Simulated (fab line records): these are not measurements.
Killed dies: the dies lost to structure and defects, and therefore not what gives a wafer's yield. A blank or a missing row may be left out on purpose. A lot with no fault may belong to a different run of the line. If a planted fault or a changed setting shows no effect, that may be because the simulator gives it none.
Chamber matching	flow gf180mcu	GF_V3_CMP_04 on cmp-01 has 4 sister chambers
The step polishes SiO2. 4 wafers are shown with their chamber, then 8 later ones without.

## WAFERS, EACH WITH ITS CHAMBER
wafer	chamber	motorCurrentA (A)
L508.6	2	11.9
L510.1	1	13.1
L510.5	3	12.7
L512.2	0	10.1

## WAFERS WHOSE CHAMBER IS MISSING
wafer	motorCurrentA (A)
L512.3	11.3
L512.6	10.2
L513.3	10.1
L513.5	9.8
L513.6	12.9
L518.1	12.4
L518.3	13.0
L518.5	12.7

## CHAMBER TAKEN BY EACH
wafer	from the rows above	in truth
L512.3	2	2
L512.6	0	0
L513.3	0	0
L513.5	0	0
L513.6	can't be placed: 1 or 3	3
L518.1	can't be placed: 3 or 2 or 1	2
L518.3	can't be placed: 1 or 3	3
L518.5	can't be placed: 3 or 1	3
Placed correctly: 4 of 8. Unplaceable from these rows: 4, with the true chamber sitting among the candidates in 4. Wrongly placed: 0.
How it was worked out, from the rows above alone: a wafer's distance from a chamber is the root of the sum, over the readings, of the square of ((its reading less the chamber's mean) divided by the reading's scatter). If the next closest chamber is less than 2 further off than the closest, the wafer can't be placed; otherwise it belongs to the closest. For every chamber, the mean is computed from those of its wafers that are shown. The scatter: root of mean squared gap, hidden wafer to nearest shown wafer, with one shown wafer a chamber.
